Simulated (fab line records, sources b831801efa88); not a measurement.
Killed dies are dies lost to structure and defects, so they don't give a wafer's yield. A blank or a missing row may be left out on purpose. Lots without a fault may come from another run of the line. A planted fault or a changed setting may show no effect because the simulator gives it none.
fab line records | flow sky130 | part 1 of 2: steps 1 to 42 of 43
record lots=6 wafers=18 last_day=49
route steps=708 shown METAL3@558 VIA3@573 METAL4@598 PAD_OPEN@708
lots that met no fault: from a run of the same line without faults
start_h: hours from the record's first day to the start of the lot's first wafer shown | wait_h: hours since the lot's step before | " the same as in the row above | L1.1+2: a row that stands for several wafers | - no value, or no start given | * or withheld: withheld | < > ~ a bound
route shown NAME@n: a module of which the file shows steps, and the number in the route of the first | usual: mean/standard deviation of fault-free wafers | same: alike in all rows | chamber/n: place in a boat | sites: the reading at each site | _std_site: their standard deviation | _edge_site: outer sites' mean less inner sites' | radius_mm: how far each site lies from the wafer's centre | mask NAME#n: copy n | behind: the tool/chamber that last shaped the wafer | hold: why the lot was held/for how many hours/how that ended | device: the transistor (n, p or np) that didn't switch | end of line: the same wafers' tests at the end of the route | a step without rows: its recipe alone | killed: dies lost to structure and defects at the first sort, not the wafer's yield | map: a wafer's dies, x killed, . not, _ none there
set.NAME: the setting as run; set.NAME@STEP: as run at that earlier step | model.NAME: the simulator's own value behind a step, which no gauge read
lots at some steps of the route; a table a step, a row a wafer
services: from which hour (start_h, from the record's first day; less than 0 if before it) a tool's chamber was out of use, for how many hours, and why
## steps
# step SKY_METAL3_COAT_08
# recipe resist=KrF-thick spin_rpm=3000 resist_thk_nm=1140
# step SKY_METAL3_SOFTBAKE_09
# recipe temp_c=100 time_s=90 resist=KrF-thick
# step SKY_METAL3_EXPOSE_10
# recipe mask_id=MM3 na=0.68 source_shape=annular sigma_inner=0.4 sigma_outer=0.8 target_cd_nm=300 dose_mj=28
# step SKY_METAL3_PEB_11
# recipe peb_temp_c=withheld peb_time_s=withheld resist=KrF-thick
# step SKY_METAL3_DEVELOP_12
# recipe develop_time_s=60 resist=KrF-thick dev_temp_c=21
# step SKY_METAL3_CD_MEAS_13
# recipe target_cd_nm=300
# usual cd_nm=299.4/1.3
# columns lot.wafer tool chamber start_h wait_h cd_nm
L743.2 cd_sem-02 - 982.30 - 297.2
L743.4 " - " " 297.9
L743.6 " - " " 297.9
L744.3 cd_sem-02 - 990.27 - 299.7
L744.5 " - " " 300.3
L744.6 " - " " 300.5
L747.1 cd_sem-01 - 1001.28 - 299.7
L747.4 " - " " 299.1
L747.5 " - " " 298.1
L749.1 cd_sem-01 - 1024.86 - 300.7
L749.5 " - " " 300.3
L749.6 " - " " 300.2
L750.1 cd_sem-01 - 1029.28 - 299.9
L750.4 " - " " 300.4
L750.6 " - " " 298.7
L754.2 cd_sem-01 - 1047.45 - 300.4
L754.3 " - " " 301.0
L754.4 " - " " 301.2
# step SKY_METAL3_OVL_MEAS_14
# usual METAL3_OVL=1/4.9
# columns lot.wafer tool chamber start_h wait_h METAL3_OVL[nm]
L743.2 overlay-01 - 982.41 0.1 -3
L743.4 " - " " -4
L743.6 " - " " -6
L744.3 overlay-01 - 990.37 0.1 0
L744.5 " - " " 7
L744.6 " - " " -1
L747.1 overlay-01 - 1001.40 0.1 10
L747.4 " - " " 3
L747.5 " - " " 7
L749.1 overlay-02 - 1024.98 0.1 -5
L749.5 " - " " -4
L749.6 " - " " -2
L750.1 overlay-01 - 1029.40 0.1 -3
L750.4 " - " " -8
L750.6 " - " " -5
L754.2 overlay-02 - 1047.56 0.1 2
L754.3 " - " " 6
L754.4 " - " " 4
# step SKY_METAL3_DESCUM_15
# recipe chemistry=O2 source_power_w=150 bias_power_w=0 pressure_mtorr=10 temp_c=40 time_s=8
# usual drypump_motor_current_A=5.6/0.32 oes_product_au=1.006/0.0079
# columns lot.wafer tool chamber start_h wait_h drypump_motor_current_A oes_product_au rf_hours_counter_h
L743.2 rie_metal-03 0 982.44 0.0 6.2 1.021 9
L743.4 " 0 " " 6.3 1.011 -
L743.6 " 1 " " 5.9 1.009 -
L744.3 rie_metal-04 1 990.40 0.0 5.3 1.010 -
L744.5 " 1 " " 5.4 1.015 -
L744.6 " 0 " " 5.4 1.009 -
L747.1 rie_metal-03 1 1001.44 0.0 6.0 1.001 18
L747.4 " 1 " " 6.0 1.008 -
L747.5 " 1 " " 5.9 1.001 -
L749.1 rie_metal-01 1 1025.02 0.0 5.5 0.990 12
L749.5 " 1 " " 5.5 1.006 -
L749.6 " 1 " " 5.5 1.005 -
L750.1 rie_metal-01 1 1029.44 0.0 5.5 1.012 12
L750.4 " 1 " " 5.5 0.998 -
L750.6 " 1 " " 5.5 1.003 -
L754.2 rie_metal-03 0 1047.59 0.0 6.3 1.023 13
L754.3 " 1 " " 5.9 1.003 -
L754.4 " 0 " " 6.3 1.007 -
# step SKY_METAL3_ETCH_16
# recipe chemistry=N2/H2 target=BARC ion_energy_ev=200 bias_w=100 pressure_mtorr=30 n2_flow_sccm=100 h2_flow_sccm=200 icp_w=500 stop_on=SiO2 time_s=88.2 target_depth_a=600
# step SKY_METAL3_ETCH_17
# recipe target=SiO2 stop_on=TiN chemistry=C4F8/O2/Ar source_w=1500 bias_w=1200 pressure_mtorr=40 c4f8_flow_sccm=withheld O2_flow_sccm=6 Ar_flow_sccm=300 time_s=3.9 target_depth_a=150
# step SKY_METAL3_METAL_ETCH_18
# recipe target_depth_a=8450 stop_on=SiO2 over_etch_frac=0.3 time_s=183.1 chemistry=Cl2/BCl3 resist_sidewall_deg=88 pressure_mtorr=10 icp_w=900 bias_w=48.5 Cl2_flow_sccm=60 bcl3_flow_sccm=30
# step SKY_METAL3_STRIP_19
# recipe chemistry=O2/N2 power_w=1400 pressure_mtorr=1500 platen_temp_c=withheld o2_flow_sccm=3000 n2_flow_sccm=300 overash_fraction=0.5
# step SKY_METAL3_STRIP_20
# recipe chemistry=post_etch_residue_remover time_s=1200 temp_c=72.5
# columns lot.wafer tool chamber start_h wait_h
L743.2+4+6 wet_bench-02 0 982.87 0.1
L744.3+5+6 wet_bench-01 2 990.82 0.0
L747.1+4+5 wet_bench-03 3 1001.86 0.1
L749.1+5+6 wet_bench-02 0 1025.58 0.1
L750.1+4+6 wet_bench-01 2 1030.00 0.1
L754.2+3+4 wet_bench-02 1 1048.19 0.1
# step SKY_METAL3_CLEAN_21
# recipe chemistry=IPA time_s=180 temp_c=25
# step SKY_METAL3_CLEAN_22
# recipe chemistry=O3/DIW dry=n2_spin
# step SKY_VIA3_HDPCVD_00
# recipe material=SiO2 target_thk_nm=1635 sigma_open_frac=0.3 time_s=272.5 temp_c=400 sih4_flow_sccm=60 pressure_mtorr=6
# step SKY_VIA3_THK_MEAS_01
# recipe reads=SiO2_of_VIA3_HDPCVD_00
# usual VIA3_HDPCVD_THK=1642/15
# columns lot.wafer tool chamber start_h wait_h VIA3_HDPCVD_THK[nm]
L743.2 film_metro-01 - 983.54 0.1 1636
L743.4 " - " " 1623
L743.6 " - " " 1621
L744.3 film_metro-01 - 991.53 0.1 1640
L744.5 " - " " 1649
L744.6 " - " " 1657
L747.1 film_metro-01 - 1002.52 0.1 1649
L747.4 " - " " 1638
L747.5 " - " " 1653
L749.1 film_metro-01 - 1026.32 0.2 1650
L749.5 " - " " 1650
L749.6 " - " " 1655
L750.1 film_metro-01 - 1030.74 0.2 1651
L750.4 " - " " 1672
L750.6 " - " " 1666
L754.2 film_metro-01 - 1048.91 0.1 1605
L754.3 " - " " 1646
L754.4 " - " " 1645
# step SKY_VIA3_CMP_02
# recipe material=SiO2 down_force_psi=4 platen_rpm=60 pad_velocity_m_s=0.94248
# usual edge_zone_pressure_frac=1.000/0.0047 motor_current_A=13.1/1
# columns lot.wafer tool chamber start_h wait_h edge_zone_pressure_frac motor_current_A
L743.2 cmp-02 2 983.64 0.1 1.000 12.3
L743.4 " 0 " " 1.002 13.9
L743.6 " 1 " " 0.996 11.6
L744.3 cmp-01 2 991.57 0.0 1.003 13.2
L744.5 " 2 " " 1.002 13.7
L744.6 " 3 " " 0.998 12.5
L747.1 cmp-01 3 1002.63 0.1 0.997 13.0
L747.4 " 1 " " 0.999 12.6
L747.5 " 2 " " 0.998 12.5
L749.1 cmp-01 0 1026.43 0.1 1.005 15.7
L749.5 " 3 " " 0.998 12.6
L749.6 " 0 " " 1.010 14.4
L750.1 cmp-01 1 1030.92 0.2 1.003 12.5
L750.4 " 2 " " 0.994 12.6
L750.6 " 1 " " 1.009 12.4
L754.4 cmp-02 2 1048.96 0.0 1.003 12.1
L754.2 " 0 " " 0.987 13.8
L754.3 " 1 " " 0.995 11.3
# step SKY_VIA3_BOW_MEAS_03
# recipe mode=bow
# usual VIA3_BOW=77/8
# columns lot.wafer tool chamber start_h wait_h VIA3_BOW[um]
L743.2 film_metro-01 - 983.91 0.2 83
L743.4 " - " " 93
L743.6 " - " " 86
L744.3 film_metro-01 - 991.91 0.3 75
L744.5 " - " " 82
L744.6 " - " " 69
L747.1 film_metro-04 - 1002.88 0.2 72
L747.4 " - " " 65
L747.5 " - " " 66
L749.1 film_metro-04 - 1026.68 0.2 93
L749.5 " - " " 83
L749.6 " - " " 84
L750.1 film_metro-02 - 1031.17 0.2 66
L750.4 " - " " 74
L750.6 " - " " 85
L754.2 film_metro-04 - 1049.28 0.2 74
L754.3 " - " " 88
L754.4 " - " " 82
# step SKY_VIA3_DEHYDRATE_04
# recipe temp_c=200 time_s=60
# step SKY_VIA3_HMDS_05
# recipe prime_time_s=60 prime_temp_c=120
# step SKY_VIA3_COAT_06
# recipe resist=BARC temp_c=withheld time_s=withheld spin_rpm=3000 resist_thk_nm=60
# step SKY_VIA3_COAT_07
# recipe resist=KrF-thick spin_rpm=3000 resist_thk_nm=450
# step SKY_VIA3_SOFTBAKE_08
# recipe temp_c=100 time_s=90 resist=KrF-thick
# step SKY_VIA3_EXPOSE_09
# recipe mask_id=VIM3 na=0.8 source_shape=annular sigma_inner=0.55 sigma_outer=0.85 target_cd_nm=200 dose_mj=38
# step SKY_VIA3_PEB_10
# recipe peb_temp_c=withheld peb_time_s=withheld resist=KrF-thick
# step SKY_VIA3_DEVELOP_11
# recipe develop_time_s=60 resist=KrF-thick dev_temp_c=21
# step SKY_VIA3_CD_MEAS_12
# recipe target_cd_nm=200
# usual cd_nm=200.6/1.5
# columns lot.wafer tool chamber start_h wait_h cd_nm
L743.2 cd_sem-02 - 1007.44 - 201.3
L743.4 " - " " 201.8
L743.6 " - " " 200.9
L744.3 cd_sem-01 - 1014.86 - 202.0
L744.5 " - " " 200.8
L744.6 " - " " 199.7
L747.1 cd_sem-02 - 1025.88 - 197.6
L747.4 " - " " 198.3
L747.5 " - " " 197.2
L749.1 cd_sem-01 - 1049.78 - 200.4
L749.5 " - " " 200.1
L749.6 " - " " 201.2
L750.1 cd_sem-01 - 1053.83 - 197.2
L750.4 " - " " 199.0
L750.6 " - " " 197.5
L754.2 cd_sem-01 - 1070.70 - 201.1
L754.3 " - " " 200.9
L754.4 " - " " 201.0
# step SKY_VIA3_OVL_MEAS_13
# usual VIA3_OVL=-4/5.3
# columns lot.wafer tool chamber start_h wait_h VIA3_OVL[nm]
L743.2 overlay-02 - 1007.54 0.1 0
L743.4 " - " " -8
L743.6 " - " " -1
L744.3 overlay-01 - 1014.95 0.1 1
L744.5 " - " " 2
L744.6 " - " " 3
L747.1 overlay-01 - 1026.00 0.1 -2
L747.4 " - " " -11
L747.5 " - " " -2
L749.1 overlay-02 - 1049.90 0.1 -3
L749.5 " - " " -8
L749.6 " - " " -3
L750.1 overlay-02 - 1053.95 0.1 -2
L750.4 " - " " -7
L750.6 " - " " -5
L754.2 overlay-02 - 1070.81 0.1 -4
L754.3 " - " " 8
L754.4 " - " " 5
# step SKY_VIA3_ETCH_14
# recipe chemistry=N2/H2 target=BARC ion_energy_ev=200 source_w=500 bias_w=100 pressure_mtorr=30 n2_flow_sccm=100 h2_flow_sccm=200 stop_on=SiO2 time_s=45.9 target_depth_a=600
# usual drypump_motor_current_A=5.6/0.5 oes_product_au=0.855/0.0052 throttle_valve_pct=13.224/0.0084
# columns lot.wafer tool chamber start_h wait_h drypump_motor_current_A oes_product_au rf_hours_counter_h throttle_valve_pct
L743.2 rie_diel-01 1 1007.57 0.0 6.4 0.858 13 13.214
L743.4 " 0 " " 5.4 0.855 10 13.219
L743.6 " 2 " " 6.4 0.851 - 13.234
L744.3 rie_diel-01 0 1014.97 0.0 5.4 0.850 10 13.235
L744.5 " 0 " " 5.4 0.853 - 13.214
L744.6 " 2 " " 6.5 0.858 - 13.221
L747.1 rie_diel-01 3 1026.04 0.0 6.0 0.855 20 13.232
L747.4 " 0 " " 5.4 0.857 11 13.228
L747.5 " 1 " " 6.5 0.855 - 13.220
L749.1 rie_diel-04 3 1049.94 0.0 4.7 0.861 6 13.218
L749.5 " 3 " " 4.8 0.854 - 13.227
L749.6 " 0 " " 5.7 0.856 - 13.231
L750.1 rie_diel-01 3 1053.99 0.0 6.0 0.858 21 13.216
L750.4 " 2 " " 6.4 0.850 3 13.215
L750.6 " 1 " " 6.4 0.858 - 13.240
L754.2 rie_diel-03 1 1070.84 0.0 5.1 0.856 13 13.208
L754.3 " 3 " " 5.2 0.851 17 13.230
L754.4 " 0 " " 5.6 0.852 23 13.232
# step SKY_VIA3_ETCH_15
# recipe target=SiO2 chemistry=C4F8/O2/Ar target_depth_nm=507 stop_on=TiN mask_material=KrF-thick source_w=1500 bias_w=1200 pressure_mtorr=40 c4f8_flow_sccm=withheld O2_flow_sccm=6 Ar_flow_sccm=300 time_s=81.07
# usual oes_product_au=0.939/0.005
# columns lot.wafer tool chamber start_h wait_h oes_product_au rf_hours_counter_h
L743.2 rie_diel-01 1 1007.61 0.0 0.940 13
L743.4 " 0 " " 0.934 10
L743.6 " 2 " " 0.941 -
L744.3 rie_diel-01 0 1015.01 0.0 0.946 10
L744.5 " 0 " " 0.935 -
L744.6 " 2 " " 0.930 -
L747.1 rie_diel-01 3 1026.08 0.0 0.944 20
L747.4 " 0 " " 0.937 11
L747.5 " 1 " " 0.939 -
L749.1 rie_diel-04 3 1049.98 0.0 0.936 6
L749.5 " 3 " " 0.936 -
L749.6 " 0 " " 0.940 -
L750.1 rie_diel-01 3 1054.03 0.0 0.938 21
L750.4 " 2 " " 0.943 3
L750.6 " 1 " " 0.944 -
L754.2 rie_diel-03 1 1070.88 0.0 0.938 13
L754.3 " 3 " " 0.940 17
L754.4 " 0 " " 0.936 23
# step SKY_VIA3_STRIP_16
# recipe chemistry=O2/N2 power_w=1400 pressure_mtorr=1500 platen_temp_c=withheld o2_flow_sccm=3000 n2_flow_sccm=300 overash_fraction=0.5
# usual drypump_motor_current_A=6.0/0.38 oes_product_au=0.400/0.0048 strip_time_to_endpoint_s=4.079/0.024
# same overash_fraction=0.5
# columns lot.wafer tool chamber start_h wait_h drypump_motor_current_A oes_product_au rf_hours_counter_h strip_time_to_endpoint_s
L743.2 plasma_asher-01 1 1007.67 0.0 5.6 0.406 57 4.092
L743.4 " 0 " " 6.3 0.396 - 4.098
L743.6 " 1 " " 5.6 0.401 - 4.090
L744.3 plasma_asher-02 0 1015.11 0.1 6.1 0.398 - 4.097
L744.5 " 0 " " 6.1 0.396 - 4.062
L744.6 " 1 " " 6.3 0.396 - 4.089
L747.1 plasma_asher-01 0 1026.14 0.0 6.3 0.404 58 4.092
L747.4 " 0 " " 6.3 0.401 - 4.083
L747.5 " 1 " " 5.6 0.400 - 4.088
L749.1 plasma_asher-01 0 1050.04 0.0 6.3 0.403 61 4.091
L749.5 " 0 " " 6.3 0.397 - 4.062
L749.6 " 1 " " 5.6 0.405 - 4.052
L750.1 plasma_asher-01 0 1054.09 0.0 6.3 0.401 61 4.088
L750.4 " 1 " " 5.6 0.404 - 4.102
L750.6 " 0 " " 6.3 0.397 - 4.096
L754.2 plasma_asher-01 0 1070.94 0.0 6.3 0.392 63 4.046
L754.3 " 1 " " 5.6 0.399 - 4.068
L754.4 " 0 " " 6.3 0.393 - 4.060
# step SKY_VIA3_STRIP_17
# recipe chemistry=post_etch_residue_remover time_s=1200 temp_c=72.5
# step SKY_VIA3_CLEAN_18
# recipe chemistry=IPA time_s=180 temp_c=25
# step SKY_VIA3_CLEAN_19
# recipe chemistry=O3/DIW dry=n2_spin
# step SKY_VIA3_SPUTTER_20
# recipe material=TiN target_thk_nm=20 chamber_pressure_pa=5 power_w=4000 time_s=80
# step SKY_VIA3_CVD_21
# recipe material=W target_thk_nm=390 time_s=117.31 temp_c=400 pressure_torr=40
# step SKY_VIA3_RS_MEAS_22
# recipe thk_meas_gauge=four-point-probe reads=W_of_VIA3_CVD_21+TiN_of_VIA3_SPUTTER_20
# usual VIA3_W_RS=0.2955/0.0024
# columns lot.wafer tool chamber start_h wait_h VIA3_W_RS[ohm/sq]
L743.2 film_metro-04 - 1008.47 0.1 0.2958
L743.4 " - " " 0.2935
L743.6 " - " " 0.2945
L744.3 film_metro-04 - 1015.89 0.1 0.2978
L744.5 " - " " 0.2970
L744.6 " - " " 0.2950
L747.1 film_metro-01 - 1026.93 0.1 0.2963
L747.4 " - " " 0.2984
L747.5 " - " " 0.2982
L749.1 film_metro-02 - 1050.82 0.1 0.2949
L749.5 " - " " 0.2971
L749.6 " - " " 0.2999
L750.1 film_metro-04 - 1054.88 0.1 0.2922
L750.4 " - " " 0.2957
L750.6 " - " " 0.2972
L754.2 film_metro-02 - 1071.77 0.1 0.2931
L754.3 " - " " 0.2922
L754.4 " - " " 0.2930
# step SKY_VIA3_THK_MEAS_23
# recipe thk_meas_gauge=xrf reads=W_of_VIA3_CVD_21
# usual VIA3_W_THK=394/5.2
# columns lot.wafer tool chamber start_h wait_h VIA3_W_THK[nm]
L743.2 film_metro-04 - 1008.58 0.1 395
L743.4 " - " " 395
L743.6 " - " " 394
L744.3 film_metro-04 - 1015.99 0.1 390
L744.5 " - " " 392
L744.6 " - " " 396
L747.1 film_metro-01 - 1027.05 0.1 396
L747.4 " - " " 390
L747.5 " - " " 390
L749.1 film_metro-02 - 1050.94 0.1 393
L749.5 " - " " 390
L749.6 " - " " 386
L750.1 film_metro-04 - 1055.00 0.1 397
L750.4 " - " " 393
L750.6 " - " " 390
L754.2 film_metro-02 - 1071.88 0.1 398
L754.3 " - " " 404
L754.4 " - " " 401
# step SKY_VIA3_CMP_24
# recipe stop_on=SiO2 t_overpolish_s=20 down_force_psi=3.5 platen_rpm=60 target_thk_nm=0 pad_velocity_m_s=0.94248
# step SKY_METAL4_SPUTTER_00
# recipe material=Ti target_thk_nm=15 power_w=3000 time_s=10 chamber_pressure_pa=0.4
# step SKY_METAL4_SPUTTER_01
# recipe material=TiN target_thk_nm=20 power_w=6500 time_s=16.7 chamber_pressure_pa=0.4
